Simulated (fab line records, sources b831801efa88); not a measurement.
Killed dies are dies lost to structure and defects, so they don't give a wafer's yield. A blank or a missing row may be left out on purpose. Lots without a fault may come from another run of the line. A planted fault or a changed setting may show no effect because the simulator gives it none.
fab line records | flow gf180mcu
record lots=14 wafers=40 last_day=34
route steps=602 shown MVPSD@88 VT_IMPLANT@99 POLY_GATE@167
lots that met no fault: from a run of the same line without faults
start_h: hours from the record's first day to the start of the lot's first wafer shown | wait_h: hours since the lot's step before | " the same as in the row above | L1.1+2: a row that stands for several wafers | - no value, or no start given | * or withheld: withheld | < > ~ a bound
route shown NAME@n: a module of which the file shows steps, and the number in the route of the first | usual: mean/standard deviation of fault-free wafers | same: alike in all rows | chamber/n: place in a boat | sites: the reading at each site | _std_site: their standard deviation | _edge_site: outer sites' mean less inner sites' | radius_mm: how far each site lies from the wafer's centre | mask NAME#n: copy n | behind: the tool/chamber that last shaped the wafer | hold: why the lot was held/for how many hours/how that ended | device: the transistor (n, p or np) that didn't switch | end of line: the same wafers' tests at the end of the route | a step without rows: its recipe alone | killed: dies lost to structure and defects at the first sort, not the wafer's yield | map: a wafer's dies, x killed, . not, _ none there
set.NAME: the setting as run; set.NAME@STEP: as run at that earlier step | model.NAME: the simulator's own value behind a step, which no gauge read
steps of the route over a sample of lots; a table a step, a row a wafer
services: from which hour (start_h, from the record's first day; less than 0 if before it) a tool's chamber was out of use, for how many hours, and why
## steps
# step GF_MVPSD_STRIP_10
# recipe chemistry=O2/N2 power_w=1400 pressure_mtorr=1500 platen_temp_c=250 o2_flow_sccm=3000 n2_flow_sccm=300 overash_fraction=0.5
# usual chamber_pressure_mTorr=1500.0/1.4 drypump_motor_current_A=5.9/0.36 heater_power_w=341/55 oes_product_au=0.723/0.0045 strip_time_to_endpoint_s=37.00/0.11
# columns lot.wafer tool chamber start_h wait_h chamber_pressure_mTorr drypump_motor_current_A heater_power_w oes_product_au rf_hours_counter_h strip_time_to_endpoint_s
L615.1 plasma_asher-02 1 96.35 0.1 1499.2 5.7 348 0.727 31 37.13
L615.5 " 0 " " 1499.0 6.3 358 0.712 - 37.08
L616.2 plasma_asher-03 0 103.05 0.1 1500.6 6.1 439 0.719 46 37.09
L616.3 " 0 " " 1498.1 6.0 426 0.729 - 36.99
L616.4 " 1 " " 1500.3 5.4 257 0.729 - 36.99
L618.2 plasma_asher-02 1 114.90 0.1 1497.1 5.7 348 0.723 33 36.86
L618.3 " 1 " " 1498.0 5.7 347 0.721 - 36.96
L618.6 " 0 " " 1499.0 6.3 360 0.714 - 36.86
L620.1 plasma_asher-02 1 126.91 0.1 1499.8 5.7 348 0.725 34 36.90
L620.4 " 0 " " 1499.9 6.3 355 0.731 - 36.92
L620.5 " 0 " " 1499.7 6.2 356 0.721 - 36.82
L622.1 plasma_asher-02 1 139.59 0.1 1499.8 5.7 353 0.724 36 37.15
L622.5 " 1 " " 1504.6 5.7 347 0.719 - 37.11
L622.6 " 0 " " 1501.0 6.3 350 0.727 - 37.17
L623.2 plasma_asher-01 1 144.55 0.1 1500.2 6.6 312 0.712 3 36.96
L623.4 " 1 " " 1501.3 6.5 312 0.720 - 37.02
L623.5 " 0 " " 1500.4 5.8 306 0.730 - 37.07
L625.2 plasma_asher-03 1 158.49 0.1 1500.8 5.4 257 0.724 50 37.18
L625.3 " 1 " " 1502.5 5.4 260 0.723 - 37.14
L625.5 " 0 " " 1497.7 6.0 428 0.721 - 37.12
L627.1 plasma_asher-01 0 170.59 0.1 - - - - - -
L627.3 " 1 " " - - - - - -
L627.6 " 1 " " - - - - - -
L628.2 plasma_asher-03 1 173.84 0.1 - - - - - -
L628.5 " 0 " " - - - - - -
L628.6 " 1 " " - - - - - -
L632.1 plasma_asher-03 0 198.21 0.1 1497.9 6.0 423 0.720 54 36.91
L632.5 " 0 " " 1500.0 6.0 423 0.724 - 36.95
L632.6 " 1 " " 1499.6 5.4 262 0.732 - 36.86
L634.1 plasma_asher-01 0 210.71 0.1 1501.9 5.8 303 0.724 10 36.99
L634.3 " 0 " " 1499.8 5.8 306 0.721 - 36.97
L634.5 " 0 " " 1502.6 5.7 304 0.728 - 37.14
L635.1 plasma_asher-03 1 215.20 0.1 1498.8 5.4 259 0.719 56 37.03
L635.4 " 1 " " 1500.8 5.4 256 0.722 - 36.92
L636.3 plasma_asher-03 1 221.53 0.1 1500.8 5.4 260 0.721 - 36.93
L636.5 " 0 " " 1500.2 6.0 419 0.726 - 37.00
L636.6 " 1 " " 1500.8 5.4 258 0.724 - 36.95
L638.3 plasma_asher-02 0 234.38 0.1 1502.2 6.3 349 0.725 - 36.94
L638.5 " 0 " " 1499.5 6.3 355 0.732 - 37.02
L638.6 " 1 " " 1500.8 5.7 345 0.721 - 36.99
# step GF_VT_IMPLANT_STRIP_09
# recipe chemistry=O2/N2 power_w=1400 pressure_mtorr=1500 platen_temp_c=250 o2_flow_sccm=3000 n2_flow_sccm=300 overash_fraction=0.5
# usual chamber_pressure_mTorr=1500.0/1.5 drypump_motor_current_A=5.7/0.36 heater_power_w=331/47 oes_product_au=0.716/0.0042 strip_time_to_endpoint_s=12.61/0.044
# columns lot.wafer tool chamber start_h wait_h chamber_pressure_mTorr drypump_motor_current_A heater_power_w oes_product_au rf_hours_counter_h strip_time_to_endpoint_s
L615.1 plasma_asher-04 1 110.57 0.1 1500.8 5.3 283 0.721 43 12.62
L615.5 " 1 " " 1498.1 5.2 284 0.713 - 12.57
L616.2 plasma_asher-04 0 117.80 0.1 1500.6 5.5 327 0.716 44 12.59
L616.3 " 0 " " 1500.4 5.5 330 0.718 - 12.61
L616.4 " 1 " " 1499.1 5.3 293 0.715 - 12.62
L618.2 plasma_asher-02 1 129.60 0.1 1498.9 5.7 358 0.712 35 12.61
L618.3 " 1 " " 1501.7 5.7 337 0.720 - 12.62
L618.6 " 0 " " 1501.6 6.2 365 0.719 - 12.61
L620.1 plasma_asher-04 1 142.61 0.1 1500.5 5.2 281 0.719 47 12.61
L620.4 " 1 " " 1498.5 5.3 273 0.717 - 12.59
L620.5 " 1 " " 1501.6 5.3 278 0.720 - 12.69
L622.1 plasma_asher-04 1 155.46 0.1 1500.2 5.3 285 0.715 49 12.60
L622.5 " 0 " " 1499.3 5.5 315 0.713 - 12.57
L622.6 " 1 " " 1495.9 5.2 278 0.718 - 12.58
L623.2 plasma_asher-03 0 160.30 0.1 1499.0 6.0 423 0.717 50 12.59
L623.4 " 1 " " 1501.9 5.4 257 0.719 - 12.61
L623.5 " 1 " " 1498.5 5.4 261 0.710 - 12.64
L625.2 plasma_asher-02 0 173.71 0.1 1500.6 6.3 349 0.716 40 12.52
L625.3 " 0 " " 1501.5 6.3 364 0.714 - 12.53
L625.5 " 1 " " 1500.4 5.7 342 0.717 - 12.51
L627.1 plasma_asher-02 1 186.70 0.1 1500.5 5.7 336 0.731 41 57.37
L627.3 " 0 " " 1499.1 6.2 357 0.730 - 57.33
L627.6 " 1 " " 1502.7 5.7 351 0.728 - 57.26
L628.2 plasma_asher-02 1 190.20 0.1 1500.9 5.7 355 0.730 41 57.52
L628.5 " 0 " " 1497.4 6.2 367 0.729 - 57.40
L628.6 " 1 " " 1501.8 5.7 357 0.725 - 57.53
L632.1 plasma_asher-04 1 215.00 0.1 1499.6 5.3 285 0.719 55 12.61
L632.5 " 1 " " 1500.2 5.3 280 0.715 - 12.61
L632.6 " 0 " " 1499.7 5.5 331 0.715 - 12.55
L634.1 plasma_asher-04 1 228.30 0.1 1501.6 5.3 273 0.724 56 12.65
L634.3 " 1 " " 1500.3 5.3 278 0.721 - 12.60
L634.5 " 0 " " 1500.3 5.5 335 0.723 - 12.58
L635.1 plasma_asher-04 0 234.20 0.1 1500.2 5.5 326 0.718 57 12.58
L635.4 " 0 " " 1500.5 5.5 326 0.716 - 12.55
L636.3 plasma_asher-02 1 240.35 0.1 1499.5 5.7 346 0.728 - 12.60
L636.5 " 0 " " 1501.2 6.2 360 0.725 - 12.63
L636.6 " 1 " " 1498.1 5.7 350 0.716 - 12.63
L638.3 plasma_asher-03 0 253.53 0.1 1500.8 6.0 429 0.711 - 12.74
L638.5 " 1 " " 1500.9 5.4 262 0.717 - 12.69
L638.6 " 0 " " 1499.7 6.0 425 0.715 - 12.68
# step GF_VT_IMPLANT_TW_MEAS_10
# usual VT_IMPLANT_TW=556/3.2
# columns lot.wafer tool chamber start_h wait_h VT_IMPLANT_TW
L615.1 film_metro-04 - 110.67 0.1 557
L615.5 " - " " 554
L616.2 film_metro-04 - 117.91 0.1 554
L616.3 " - " " 555
L616.4 " - " " 554
L618.2 film_metro-01 - 129.71 0.1 560
L618.3 " - " " 559
L618.6 " - " " 555
L620.1 film_metro-03 - 142.71 0.1 554
L620.4 " - " " 553
L620.5 " - " " 555
L622.1 film_metro-03 - 155.56 0.1 555
L622.5 " - " " 558
L622.6 " - " " 556
L623.2 film_metro-04 - 160.41 0.1 564
L623.4 " - " " 560
L623.5 " - " " 560
L625.2 film_metro-04 - 173.82 0.1 559
L625.3 " - " " 559
L625.5 " - " " 561
L627.1 film_metro-04 - 186.80 0.1 30
L627.3 " - " " 30
L627.6 " - " " 30
L628.2 film_metro-04 - 190.31 0.1 30
L628.5 " - " " 30
L628.6 " - " " 30
L632.1 film_metro-03 - 215.28 0.2 558
L632.5 " - " " 549
L632.6 " - " " 554
L634.1 film_metro-03 - 228.40 0.1 553
L634.3 " - " " 551
L634.5 " - " " 552
L635.1 film_metro-01 - 234.30 0.1 558
L635.4 " - " " 559
L636.3 film_metro-01 - 240.43 0.1 556
L636.5 " - " " 556
L636.6 " - " " 555
L638.3 film_metro-01 - 253.62 0.1 554
L638.5 " - " " 561
L638.6 " - " " 557
# step GF_VT_IMPLANT_RS_MEAS_49
# recipe thk_meas_gauge=four-point-probe
# usual MVPSD_RS=1167.8/2.5
# columns lot.wafer tool chamber start_h wait_h MVPSD_RS[ohm/sq]
L615.1 film_metro-03 - 158.27 0.1 1173.2
L615.5 " - " " 1170.9
L616.2 film_metro-02 - 164.45 0.1 1164.6
L616.3 " - " " 1163.1
L616.4 " - " " 1166.5
L618.2 film_metro-03 - 178.20 0.1 1167.8
L618.3 " - " " 1169.0
L618.6 " - " " 1168.6
L620.1 film_metro-01 - 191.47 0.1 1167.8
L620.4 " - " " 1168.0
L620.5 " - " " 1166.4
L622.1 film_metro-03 - 206.12 0.1 1163.8
L622.5 " - " " 1170.0
L622.6 " - " " 1166.4
L623.2 film_metro-03 - 209.85 0.1 1166.7
L623.4 " - " " 1168.2
L623.5 " - " " 1170.9
L625.2 film_metro-03 - 226.15 0.1 1169.5
L625.3 " - " " 1168.1
L625.5 " - " " 1170.4
L627.1 film_metro-02 - 239.37 0.1 1167.5
L627.3 " - " " 1167.9
L627.6 " - " " 1166.2
L628.2 film_metro-03 - 244.59 0.1 1173.8
L628.5 " - " " 1173.5
L628.6 " - " " 1169.7
L632.1 film_metro-02 - 271.92 0.1 1167.7
L632.5 " - " " 1166.5
L632.6 " - " " 1166.4
L634.1 film_metro-03 - 285.48 0.1 1167.7
L634.3 " - " " 1167.5
L634.5 " - " " 1165.5
L635.1 film_metro-03 - 292.02 0.1 1172.5
L635.4 " - " " 1170.9
L636.3 film_metro-02 - 297.82 0.1 1167.6
L636.5 " - " " 1167.0
L636.6 " - " " 1167.4
L638.3 film_metro-01 - 313.01 0.1 1172.0
L638.5 " - " " 1169.3
L638.6 " - " " 1167.9
# step GF_POLY_GATE_CD_MEAS_10
# recipe target_cd_nm=280
# usual cd_nm=280.0/1.1
# columns lot.wafer tool chamber start_h wait_h cd_nm
L615.1 cd_sem-02 - 199.01 0.1 280.3
L615.5 " - " " 280.0
L616.2 cd_sem-02 - 205.18 0.1 280.3
L616.3 " - " " 278.1
L616.4 " - " " 279.1
L618.2 cd_sem-02 - 216.88 0.1 280.7
L618.3 " - " " 280.1
L618.6 " - " " 280.4
L620.1 cd_sem-02 - 233.11 0.1 278.8
L620.4 " - " " 278.5
L620.5 " - " " 278.3
L622.1 cd_sem-01 - 248.81 0.1 279.9
L622.5 " - " " 280.6
L622.6 " - " " 280.1
L623.2 cd_sem-02 - 250.68 0.1 280.1
L623.4 " - " " 280.9
L623.5 " - " " 280.5
L625.2 cd_sem-01 - 270.33 0.1 279.5
L625.3 " - " " 281.0
L625.5 " - " " 280.5
L627.1 cd_sem-01 - 284.76 0.1 282.2
L627.3 " - " " 281.4
L627.6 " - " " 281.4
L628.2 cd_sem-01 - 288.93 0.1 280.0
L628.5 " - " " 280.2
L628.6 " - " " 279.2
L632.1 cd_sem-01 - 319.01 0.1 280.5
L632.5 " - " " 279.5
L632.6 " - " " 279.6
L634.1 cd_sem-02 - 332.91 0.1 281.0
L634.3 " - " " 280.8
L634.5 " - " " 281.4
L635.1 cd_sem-02 - 339.91 0.1 280.2
L635.4 " - " " 279.3
L636.3 cd_sem-02 - 344.90 0.1 280.0
L636.5 " - " " 279.6
L636.6 " - " " 280.3
L638.3 cd_sem-01 - 361.35 0.1 281.0
L638.5 " - " " 280.5
L638.6 " - " " 281.8
# step GF_POLY_GATE_ETCH_12
# recipe chemistry=N2/H2 target_depth_a=withheld overetch_a=withheld time_s=withheld target=BARC ion_energy_ev=200 source_w=500 bias_w=100 pressure_mtorr=30 n2_flow_sccm=100 h2_flow_sccm=200
# usual drypump_motor_current_A=5.8/0.34 oes_product_au=0.735/0.0051 throttle_valve_pct=13.214/0.0088
# columns lot.wafer tool chamber start_h wait_h drypump_motor_current_A oes_product_au throttle_valve_pct
L615.1 rie_diel-04 3 199.17 0.0 6.0 0.732 13.204
L615.5 " 1 " " 6.2 0.739 13.213
L616.2 rie_diel-02 1 205.31 0.0 5.8 0.734 13.214
L616.3 " 3 " " 6.1 0.737 13.221
L616.4 " 0 " " 5.6 0.739 13.207
L618.2 rie_diel-02 0 217.02 0.0 5.6 0.728 13.214
L618.3 " 2 " " 6.0 0.727 13.218
L618.6 " 0 " " 5.6 0.735 13.203
L620.1 rie_diel-01 1 233.27 0.0 5.2 0.732 13.222
L620.4 " 3 " " 6.3 0.736 13.209
L620.5 " 3 " " 6.2 0.727 13.220
L622.1 rie_diel-02 1 248.97 0.0 5.8 0.744 13.229
L622.5 " 0 " " 5.6 0.740 13.207
L622.6 " 1 " " 5.8 0.735 13.218
L623.2 rie_diel-01 0 250.82 0.0 5.8 0.730 13.195
L623.4 " 3 " " 6.3 0.728 13.212
L623.5 " 1 " " 5.1 0.730 13.214
L625.2 rie_diel-04 0 270.46 0.0 5.7 0.736 13.208
L625.3 " 1 " " 6.2 0.734 13.207
L625.5 " 3 " " 6.0 0.719 13.237
L627.1 rie_diel-04 1 284.92 0.0 6.1 0.737 13.205
L627.3 " 2 " " 6.5 0.731 13.216
L627.6 " 1 " " 6.1 0.736 13.220
L628.2 rie_diel-02 0 289.06 0.0 5.6 0.741 13.216
L628.5 " 3 " " 6.1 0.735 13.220
L628.6 " 0 " " 5.6 0.735 13.202
L632.1 rie_diel-01 3 319.16 0.0 6.3 0.726 13.224
L632.5 " 0 " " 5.7 0.733 13.207
L632.6 " 3 " " 6.3 0.748 13.208
L634.1 rie_diel-02 1 333.06 0.0 5.8 0.741 13.222
L634.3 " 0 " " 5.6 0.734 13.215
L634.5 " 3 " " 6.1 0.738 13.217
L635.1 rie_diel-01 0 340.07 0.0 5.8 0.738 13.213
L635.4 " 3 " " 6.2 0.737 13.217
L636.3 rie_diel-01 3 345.02 0.0 6.3 0.744 13.220
L636.5 " 3 " " 6.3 0.739 13.207
L636.6 " 0 " " 5.8 0.730 13.203
L638.3 rie_diel-04 1 361.46 0.0 6.1 0.735 13.225
L638.5 " 0 " " 5.7 0.739 13.223
L638.6 " 1 " " 6.2 0.745 13.215
## services
# columns tool chamber start_h hours kind
rie_diel-02 - 78.93 0.6 repair
plasma_asher-04 - 86.47 5.2 repair
rie_diel-01 2 86.92 1.3 repair
rie_diel-01 2 123.75 10.2 repair
plasma_asher-03 - 129.57 19.5 repair
rie_diel-01 3 134.05 7.8 repair
rie_diel-01 - 151.90 0.3 repair
rie_diel-02 1 163.29 3.3 repair
rie_diel-04 0 170.59 6.7 repair
rie_diel-04 1 171.38 3.6 repair
plasma_asher-03 - 179.27 2.8 pm
rie_diel-01 1 188.02 10.4 repair
rie_diel-01 2 199.44 7.1 repair
rie_diel-01 - 221.45 2.8 pm
plasma_asher-03 - 227.66 3.4 repair
plasma_asher-03 - 245.86 2.6 repair
plasma_asher-04 - 256.14 12.0 repair
plasma_asher-03 - 258.49 3.5 repair
rie_diel-02 3 264.94 17.2 repair
plasma_asher-02 - 269.59 23.2 repair
plasma_asher-04 - 272.31 3.5 repair
plasma_asher-02 - 292.77 4.9 pm
plasma_asher-02 - 324.30 2.4 repair
rie_diel-02 - 358.09 15.6 pm
## key
first_sign step=GF_MVPSD_STRIP_10 reading=tool_record direction=missing
effect step=GF_VT_IMPLANT_STRIP_09 reading=strip_time_to_endpoint_s direction=up sigmas=99+ usual=* struck=*
effect step=GF_VT_IMPLANT_TW_MEAS_10 reading=VT_IMPLANT_TW direction=down sigmas=99+ usual=556 struck=30
met_at GF_MVPSD_STRIP_10
struck_lots L627,L628
sort_left_out L627.1,L627.3,L627.6,L628.2,L628.5,L628.6
tester_left_out L627,L628
not_acting_at GF_VT_IMPLANT_RS_MEAS_49,GF_POLY_GATE_CD_MEAS_10,GF_POLY_GATE_ETCH_12
onset_between 158.49 170.59
fault kind=skipped_step_whole tool=plasma_asher-01,plasma_asher-03 chamber=- onset_h=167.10 steps=GF_MVPSD_STRIP_10 scope=struck_lots_only
# tester_left_out: of these lots the tester's yield and bins aren't shown, on N5 and GAA mostly nor the transistor test; their killed dies are dies lost to structure and defects alone, not to doping, threshold or leakage, so they don't give the yield
# sort_left_out: the simulated sort isn't trusted on such a fault, so these wafers' sort isn't shown, and their yield isn't known
